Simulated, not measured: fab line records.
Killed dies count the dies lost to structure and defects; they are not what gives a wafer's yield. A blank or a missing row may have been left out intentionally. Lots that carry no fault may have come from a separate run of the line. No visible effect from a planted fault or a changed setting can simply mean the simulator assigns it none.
Which of the tools did it? || flow sfqLine || 45 wafers from 15 lots sampled at 2 of the route's 325 steps

WHAT THE GAUGES SHOWED, per wafer
SFQ_C5_OVL_MEAS_937.
{"lot": "L926", "measured": "day 66 14:09", "on": "overlay-02", "C5_OVL (nm)": "-5 -5 -4"}
{"lot": "L928", "measured": "day 67 00:13", "on": "overlay-01", "C5_OVL (nm)": "0 -3 -3"}
{"lot": "L929", "measured": "day 67 12:13", "on": "overlay-01", "C5_OVL (nm)": "-3 -2 -6"}
{"lot": "L930", "measured": "day 67 21:49", "on": "overlay-01", "C5_OVL (nm)": "-3 -4 1"}
{"lot": "L931", "measured": "day 68 01:32", "on": "overlay-02", "C5_OVL (nm)": "1 5 -7"}
{"lot": "L932", "measured": "day 68 08:44", "on": "overlay-01", "C5_OVL (nm)": "0 1 -1"}
{"lot": "L933", "measured": "day 68 12:33", "on": "overlay-01", "C5_OVL (nm)": "-2 -8 -2"}
{"lot": "L934", "measured": "day 69 11:20", "on": "overlay-01", "C5_OVL (nm)": "-5 -11 -13"}
{"lot": "L935", "measured": "day 69 18:32", "on": "overlay-01", "C5_OVL (nm)": "1 -5 -4"}
{"lot": "L940", "measured": "day 71 21:31", "on": "overlay-02", "C5_OVL (nm)": "-7 -7 -1"}
{"lot": "L941", "measured": "day 72 01:08", "on": "overlay-02", "C5_OVL (nm)": "-4 -1 -4"}
{"lot": "L942", "measured": "day 72 03:31", "on": "overlay-01", "C5_OVL (nm)": "-6 -5 2"}
{"lot": "L947", "measured": "day 74 00:02", "on": "overlay-01", "C5_OVL (nm)": "-1 -1 1"}
{"lot": "L948", "measured": "day 74 14:26", "on": "overlay-01", "C5_OVL (nm)": "-6 11 4"}
{"lot": "L949", "measured": "day 74 19:14", "on": "overlay-01", "C5_OVL (nm)": "6 2 2"}

EACH LOT AND THE TOOL THAT RAN IT (in order: tool; ch and the chambers of the sampled wafers; start)
{"lot": "L926", "SFQ_TRILAYER_M5_STRIP_STRIP_127": "rieMetal-03 ch 0,1, day 51 01:41"}
{"lot": "L928", "SFQ_TRILAYER_M5_STRIP_STRIP_127": "rieMetal-03 ch 0, day 51 10:29"}
{"lot": "L929", "SFQ_TRILAYER_M5_STRIP_STRIP_127": "rieMetal-02 ch 0,1, day 51 20:42"}
{"lot": "L930", "SFQ_TRILAYER_M5_STRIP_STRIP_127": "rieMetal-03 ch 0,1, day 52 08:42"}
{"lot": "L931", "SFQ_TRILAYER_M5_STRIP_STRIP_127": "rieMetal-01 ch 0,1, day 52 12:18"}
{"lot": "L932", "SFQ_TRILAYER_M5_STRIP_STRIP_127": "rieMetal-01 ch 0,1, day 52 14:42"}
{"lot": "L933", "SFQ_TRILAYER_M5_STRIP_STRIP_127": "rieMetal-01 ch 0,1, day 52 21:42"}
{"lot": "L934", "SFQ_TRILAYER_M5_STRIP_STRIP_127": "rieMetal-01 ch 0,1, day 54 02:03"}
{"lot": "L935", "SFQ_TRILAYER_M5_STRIP_STRIP_127": "rieMetal-01 ch 0, day 54 23:49"}
{"lot": "L940", "SFQ_TRILAYER_M5_STRIP_STRIP_127": "rieMetal-03 ch 0,1, day 56 21:50"}
{"lot": "L941", "SFQ_TRILAYER_M5_STRIP_STRIP_127": "rieMetal-03 ch 0,1, day 57 00:26"}
{"lot": "L942", "SFQ_TRILAYER_M5_STRIP_STRIP_127": "rieMetal-03 ch 0,1, day 57 03:59"}
{"lot": "L947", "SFQ_TRILAYER_M5_STRIP_STRIP_127": "rieMetal-03 ch 0,1, day 64 09:52"}
{"lot": "L948", "SFQ_TRILAYER_M5_STRIP_STRIP_127": "rieMetal-01 ch 0,1, day 65 00:04"}
{"lot": "L949", "SFQ_TRILAYER_M5_STRIP_STRIP_127": "rieMetal-01 ch 0,1, day 65 02:28"}
- SFQ_TRILAYER_M5_STRIP_STRIP_127: strips in O2.

AS READ BY THE TOOLS THEMSELVES (means over the sampled wafers that have a number; for cases with no such wafer, the mark the record gives instead)
SFQ_TRILAYER_M5_STRIP_STRIP_127.
{"lot": "L926", "tool": "rieMetal-03", "drypumpMotorCurrentA (A)": 6.05, "oesProductAu (a.u.)": 1.004, "platenTempC (C)": 39.95}
{"lot": "L928", "tool": "rieMetal-03", "drypumpMotorCurrentA (A)": 6.07, "oesProductAu (a.u.)": 1.012, "platenTempC (C)": 40.12}
{"lot": "L929", "tool": "rieMetal-02", "drypumpMotorCurrentA (A)": 5.71, "oesProductAu (a.u.)": 0.993, "platenTempC (C)": 40.09}
{"lot": "L930", "tool": "rieMetal-03", "drypumpMotorCurrentA (A)": 6.03, "oesProductAu (a.u.)": 1.001, "platenTempC (C)": 40.06}
{"lot": "L931", "tool": "rieMetal-01", "drypumpMotorCurrentA (A)": 6.27, "oesProductAu (a.u.)": 0.998, "platenTempC (C)": 40.09}
{"lot": "L932", "tool": "rieMetal-01", "drypumpMotorCurrentA (A)": 6.07, "oesProductAu (a.u.)": 0.999, "platenTempC (C)": 39.90}
{"lot": "L933", "tool": "rieMetal-01", "drypumpMotorCurrentA (A)": 6.26, "oesProductAu (a.u.)": 1.001, "platenTempC (C)": 39.98}
{"lot": "L934", "tool": "rieMetal-01", "drypumpMotorCurrentA (A)": 6.27, "oesProductAu (a.u.)": 1.005, "platenTempC (C)": 39.96}
{"lot": "L935", "tool": "rieMetal-01", "drypumpMotorCurrentA (A)": 6.44, "oesProductAu (a.u.)": 0.991, "platenTempC (C)": 39.96}
{"lot": "L940", "tool": "rieMetal-03", "drypumpMotorCurrentA (A)": 6.02, "oesProductAu (a.u.)": 1.011, "platenTempC (C)": 39.93}
{"lot": "L941", "tool": "rieMetal-03", "drypumpMotorCurrentA (A)": 6.06, "oesProductAu (a.u.)": 1.014, "platenTempC (C)": 40.07}
{"lot": "L942", "tool": "rieMetal-03", "drypumpMotorCurrentA (A)": 6.08, "oesProductAu (a.u.)": 1.011, "platenTempC (C)": 39.96}
{"lot": "L947", "tool": "rieMetal-03", "drypumpMotorCurrentA (A)": 6.06, "oesProductAu (a.u.)": 1.014, "platenTempC (C)": 39.98}
{"lot": "L948", "tool": "rieMetal-01", "drypumpMotorCurrentA (A)": 6.12, "oesProductAu (a.u.)": 1.003, "platenTempC (C)": 39.94}
{"lot": "L949", "tool": "rieMetal-01", "drypumpMotorCurrentA (A)": 6.08, "oesProductAu (a.u.)": 1.003, "platenTempC (C)": 39.88}

THE ANSWER, worked out from the rows above alone
Rule: the lots themselves supply what counts as usual. Put in order of their means at a reading, lots are off if they are a third of the lots or fewer, leave a main group of 4 or more, and stand apart from it by a gap of 3 or more times the standard deviation of the main group's means; of several such gaps the widest counts. If all means in a main group match to the digits the tables above print for the reading, that group is not used. Also off: a lot with no number at a reading for which 4 or more lots have one. All remaining lots with rows at the step are treated as sound. After the gauges, taken in route order, come the tools' own readings; for these a lot's mean is taken, as printed above. At the first step where some lot is off, the reading lying furthest off is the one used; lots without a number count as furthest.
No lot is off on any of the readings shown, so nothing can be concluded from this.

WHAT WAS PUT IN BY THE SIMULATOR
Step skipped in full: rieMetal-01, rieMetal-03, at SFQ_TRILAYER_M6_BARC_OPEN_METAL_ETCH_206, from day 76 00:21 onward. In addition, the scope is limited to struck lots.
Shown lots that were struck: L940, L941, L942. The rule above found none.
